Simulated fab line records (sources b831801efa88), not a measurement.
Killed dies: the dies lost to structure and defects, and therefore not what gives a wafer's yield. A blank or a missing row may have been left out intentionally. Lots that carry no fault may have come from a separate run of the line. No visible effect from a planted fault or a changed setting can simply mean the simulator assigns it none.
Comparing a struck lot with a sound one | flow sky130 | 30 steps out of a route of 708
Sound: these wafers, L173.1, L173.3, L173.4. Struck: wafers L168.2, L168.4, L168.5. The cause comes at the end.
Each step with rows lists, per side, the tool, then ch with its chambers, then its first start. Under that, the readings that differ: sound wafers | struck wafers | difference of the means | sigmas: that difference in standard deviations of wafers without a fault.
alike: a reading whose means differ by less than 2 such deviations, as well as words and numbers matching on both sides. not compared: withheld readings; readings where some wafer has no value; bounds like >300 that might hide an equal value; numbers whose values overlap and for which the record gives no deviation.
Wherever a step has rows on one side only, a row that says differs or no value, or a row with sigmas, the two part there. When numbers do not overlap yet have no deviation, they are printed without sigmas and do not part them. Lack of a reading on every wafer of one side parts them only where that side has two or more wafers.

first, 5 steps without rows for these wafers: SKY_SONOS_ONO_COAT_08 (resist thk 1140 nm); SKY_SONOS_ONO_SOFTBAKE_09 (time 60 s); SKY_SONOS_ONO_EXPOSE_10 (exposes mask ONOM, target cd 410 nm); SKY_SONOS_ONO_PEB_11; SKY_SONOS_ONO_DEVELOP_12 (develop time 60 s).
SKY_SONOS_ONO_CD_MEAS_13: the cd target is 410 nm.
  struck on cdSem-01, day 16 15:44; sound on cdSem-02, day 18 07:58
  alike: cdNm
SKY_SONOS_ONO_OVL_MEAS_14:
  struck on overlay-01, day 16 15:51; sound on overlay-02, day 18 08:05
  alike: SONOS_ONO_OVL
SKY_SONOS_ONO_ETCH_15: etches the open film in CHF3/O2, target depth 19.52 nm, time 7.8 s.
  sound on rieDiel-04 ch 0,1,3, day 18 08:08; struck on rieDiel-02 ch 1,2,3, day 16 15:53
  alike: drypumpMotorCurrentA, oesProductAu, throttleValvePct
  not compared: rfHoursCounterH
then, 1 step without rows for these wafers: SKY_SONOS_ONO_WET_ETCH_16 (etches SiO2 in dHF, target depth 14 nm, time 280 s).
SKY_SONOS_ONO_STRIP_17: strips in O2/N2.
  sound on plasmaAsher-03 ch 0,1, day 18 08:14; struck on plasmaAsher-02 ch 1, day 16 15:59
reading           | sound             | struck            | difference | sigmas
n2FlowSccm (sccm) | 299.0 299.6 298.8 | 301.1 302.0 300.0 | +1.9       | +2
  alike: drypumpMotorCurrentA, oesProductAu, stripTimeToEndpointS
  not compared: rfHoursCounterH
then, 2 steps without rows for these wafers: SKY_SONOS_ONO_WET_ETCH_18 (etches Si3N4 in H3PO4, target depth 15 nm, time 172 s); SKY_GATE_OXIDE_CLEAN_00 (cleans in SC1/SC2, time 150 s).
SKY_GATE_OXIDE_OXIDATION_01: stabilise 600 s, purge 300 s, target thk 10.268 nm.
  sound on furnace-02 ch 0, day 18 08:38; struck on furnace-01 ch 0, day 16 18:46
  alike: spikeTcLowerC, spikeTcUpperC, zonePowerTopPct
SKY_GATE_OXIDE_THK_MEAS_02:
  struck on filmMetro-01, day 16 20:11; sound on filmMetro-04, day 18 10:02
reading                          | sound             | struck            | difference | sigmas
GATE_OXIDE_OXIDATION_00_THK (nm) | 10.62 10.26 10.50 | 17.03 16.80 16.92 | +6.46      | +36
then, 7 steps without rows for these wafers: SKY_GATE_OXIDE_DEHYDRATE_03 (time 60 s); SKY_GATE_OXIDE_HMDS_04 (prime time 60 s); SKY_GATE_OXIDE_COAT_05 (resist thk 1140 nm); SKY_GATE_OXIDE_SOFTBAKE_06 (time 60 s); SKY_GATE_OXIDE_EXPOSE_07 (exposes mask LVOM, target cd 600 nm); SKY_GATE_OXIDE_PEB_08; SKY_GATE_OXIDE_DEVELOP_09 (develop time 60 s).
SKY_GATE_OXIDE_OVL_MEAS_10:
  struck on overlay-01, day 17 23:08; sound on overlay-01, day 19 16:22
  alike: GATE_OXIDE_OVL
then, 2 steps without rows for these wafers: SKY_GATE_OXIDE_IMPLANT_11; SKY_GATE_OXIDE_WET_ETCH_12 (etches SiO2 in dHF, target depth 16.8 nm, time 336 s).
SKY_GATE_OXIDE_STRIP_13: strips in O2/N2.
  sound on plasmaAsher-01 ch 0,1, day 19 16:40; struck on plasmaAsher-02 ch 0,1, day 17 23:25
  alike: drypumpMotorCurrentA, n2FlowSccm, oesProductAu, stripTimeToEndpointS
  not compared: rfHoursCounterH
SKY_GATE_OXIDE_TW_MEAS_14:
  struck on filmMetro-04, day 17 23:32; sound on filmMetro-02, day 19 16:46
reading       | sound             | struck            | difference | sigmas
GATE_OXIDE_TW | 227.9 227.3 229.1 | 224.7 224.8 225.6 | -3.1       | -2
SKY_GATE_OXIDE_CLEAN_15: cleans in SC1/SC2, time 150 s.
  sound on wetBench-02 ch 3, day 19 16:49; struck on wetBench-01 ch 3, day 17 23:35
reading                                          | sound             | struck            | difference | sigmas
model.SiO2_of_GATE_OXIDE_OXIDATION_01.thkNm (nm) | 10.22 9.958 10.14 | 16.63 16.48 16.56 | +6.45      | 
SKY_GATE_OXIDE_OXIDATION_16: stabilise 600 s, purge 300 s, target thk 3.57 nm.
  sound on furnace-02 ch 0, day 19 16:52; struck on furnace-01 ch 0, day 18 00:35
reading                                          | sound             | struck            | difference | sigmas
spikeTcUpperC (C)                                | 800.0 798.0 800.0 | 801.8 799.7 804.1 | +2.5       | +2
model.SiO2_of_GATE_OXIDE_OXIDATION_01.thkNm (nm) | 11.94 11.7 11.86  | 17.94 17.8 17.91  | +6.05      | 
  alike: spikeTcLowerC, zonePowerTopPct
then, 1 step without rows for these wafers: SKY_POLY_GATE_CVD_00 (deposits poly-Si, target thk 180 nm, time 720 s).
-- record jumps: 31 days separate the struck wafers' starts on either side; left off in module POLY_GATE, taken up again in module PAD_OPEN, whose first shown step is the route's number 708 --
SKY_PAD_OPEN_PROBE_99:
  struck on prober-02, day 48 17:51; sound on prober-01, day 49 17:33
reading                             | sound                         | struck                        | difference | sigmas
model.etest.nfet_16v.rOnOhmUm       | 1.415e+04 1.403e+04 1.411e+04 | 1.723e+04 1.722e+04 1.71e+04  | +3.087e+03 | 
model.etest.tipSonos.rsOhmSq        | 2794 2684 2750                | 5435 5247 5330                | +2595      | 
model.etest.pfet_16v.rOnOhmUm       | 1.527e+04 1.509e+04 1.53e+04  | 1.732e+04 1.728e+04 1.704e+04 | +1.993e+03 | 
model.etest.pfetG5v0d10v5.rOnOhmUm  | 4838 4753 4801                | 6162 6162 6196                | +1376      | 
model.etest.nfetG5v0d10v5.rOnOhmUm  | 1908 1878 1895                | 2416 2410 2406                | +517       | 
model.etest.tipP.rsOhmSq            | 7005 6918 6949                | 7280 7107 7191                | +235       | 
model.etest.pfet_01v8.rOnOhmUm      | 2971 2919 2954                | 3059 3021 3060                | +99        | 
model.etest.nfetG5v0d10v5.driveUaUm | 589.1 607.8 593.7             | 397.3 402.5 396.8             | -198.0     | 
  alike: killed_at_M0_to_M3, killed_at_M4_up, killedAtContacts, killedAtFrontEnd, killedAtOther, killedDies, killedOpen, killedShort

## WHERE THEY PART
First at SKY_SONOS_ONO_STRIP_17; last, within this record, at SKY_GATE_OXIDE_OXIDATION_16. Later steps at which nothing parts them and some readings are alike: SKY_PAD_OPEN_PROBE_99.

WHY: the cause the simulator had injected
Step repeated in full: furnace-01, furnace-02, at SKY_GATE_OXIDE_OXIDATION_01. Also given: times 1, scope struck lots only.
